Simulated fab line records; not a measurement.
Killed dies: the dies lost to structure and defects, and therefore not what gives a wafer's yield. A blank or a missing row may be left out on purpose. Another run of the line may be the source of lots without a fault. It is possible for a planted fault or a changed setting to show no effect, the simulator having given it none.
A struck lot beside a sound one | flow sky130 | 16 steps out of a route of 708
Sound: wafers L485.1, L485.2, L485.5. Struck: wafer L476.4; the same lot's L476.1 was not struck, so it is left out; see the end for the cause.
Each step with rows lists, per side, the tool, then ch with its chambers, then its first start. Under that, the readings that differ: sound wafers | struck wafers | difference of the means | sigmas: that difference in standard deviations of wafers without a fault.
alike: words and numbers the same on both sides, and readings whose means are apart by under 2 such deviations; not compared: readings that were withheld, readings missing a value for some wafer, numbers with overlapping values and no deviation given by the record, and bounds like >300 which may hide the same value.
The two part at a step that has a row with sigmas, a row that says differs or no value, or rows on one side only. When numbers do not overlap yet have no deviation, they are printed without sigmas and do not part them. Lack of a reading on every wafer of one side parts them only where that side has two or more wafers.

SKY_SD_N_OVL_MEAS_08:
  sound on overlay-01 at day 34 16:12; struck on overlay-02 at day 31 17:07
  alike: SD_N_OVL
then, 2 steps without rows for these wafers: SKY_SD_N_IMPLANT_09; SKY_SD_N_IMPLANT_10.
SKY_SD_N_STRIP_11: strips in O2/N2.
  sound on plasma_asher-03 ch 0,1, day 34 16:32; struck on plasma_asher-01 ch 1, day 31 17:32
  alike: drypump_motor_current_A, oes_product_au, strip_time_to_endpoint_s
  not compared: rf_hours_counter_h
SKY_SD_N_TW_MEAS_12:
  sound on film_metro-01 at day 34 16:38; struck on film_metro-01 at day 31 17:38
  alike: SD_N_TW
then, 1 step without rows for these wafers: SKY_SD_N_CLEAN_13 (cleans in SC1/SC2, time 150 s).
SKY_SD_N_RTA_14: time 2 s.
  sound on rtp_anneal-02 ch 0, day 34 16:45; struck on rtp_anneal-02 ch 0, day 31 17:45
  alike: anneal_temp_c_max, chamber_o2_ppm, lamp_power_pct, wafer_temp_C_max
SKY_SD_N_RS_MEAS_16: measures by four-point-probe.
  sound on film_metro-02 at day 34 16:55; struck on film_metro-02 at day 31 17:59
  alike: SD_N_RS
SKY_SD_N_RS_MEAS_17: measures by four-point-probe.
  sound on film_metro-02 at day 34 17:02; struck on film_metro-02 at day 31 18:06
  alike: SD_P_RS
SKY_SD_N_RS_MEAS_18: measures by four-point-probe.
  sound on film_metro-02 at day 34 17:10; struck on film_metro-02 at day 31 18:13
  alike: RES_XHIGH_RS
then, 1 step without rows for these wafers: SKY_SALICIDE_CLEAN_00 (cleans in HF-last, time 30 s).
SKY_LI_CONTACT_HDPCVD_00: deposits PSG, target thk 930 nm, time 155 s.
  sound on hdpcvd-02 ch 0,2, day 34 17:18; struck on hdpcvd-01 ch 2, day 31 18:22
  reading                                       | sound             | struck | difference | sigmas
  run_length_s (s)                              | 182.5 183.6 182.2 | 232.1  | +49.3      | +93
  model.PSG_of_LI_CONTACT_HDPCVD_00.thk_nm (nm) | 932.4 939.8 930.9 | 1240   | +306       |
SKY_LI_CONTACT_THK_MEAS_01:
  sound on film_metro-03 at day 34 17:24; struck on film_metro-02 at day 31 18:28
  reading                    | sound       | struck | difference | sigmas
  LI_CONTACT_HDPCVD_THK (nm) | 932 940 931 | 1241   | +307       | +31
SKY_LI_CONTACT_CMP_02: polishes PSG.
  sound on cmp-01 ch 1,3, day 34 17:31; struck on cmp-02 ch 2, day 31 18:43
  reading                      | sound             | struck | difference | sigmas
  retaining_ring_pressure_frac | 1.003 1.005 1.010 | 0.991  | -0.015     | -3
  time_to_endpoint_s (s)       | 32 39 32          | 62     | +28        | +6
  alike: motor_current_A
SKY_LI_CONTACT_BOW_MEAS_03:
  sound on film_metro-01 at day 34 17:46; struck on film_metro-01 at day 31 19:01
  alike: LI_CONTACT_BOW
then, 1 step without rows for these wafers: SKY_PAD_OPEN_PROBE_99.

## WHERE THEY PART
First at SKY_LI_CONTACT_HDPCVD_00; last, within this record, at SKY_LI_CONTACT_CMP_02. Later steps at which nothing parts them and some readings are alike: SKY_LI_CONTACT_BOW_MEAS_03.

WHY: whatever the simulator had introduced
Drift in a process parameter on hdpcvd-01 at SKY_LI_CONTACT_HDPCVD_00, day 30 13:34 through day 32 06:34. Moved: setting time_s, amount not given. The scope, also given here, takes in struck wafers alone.
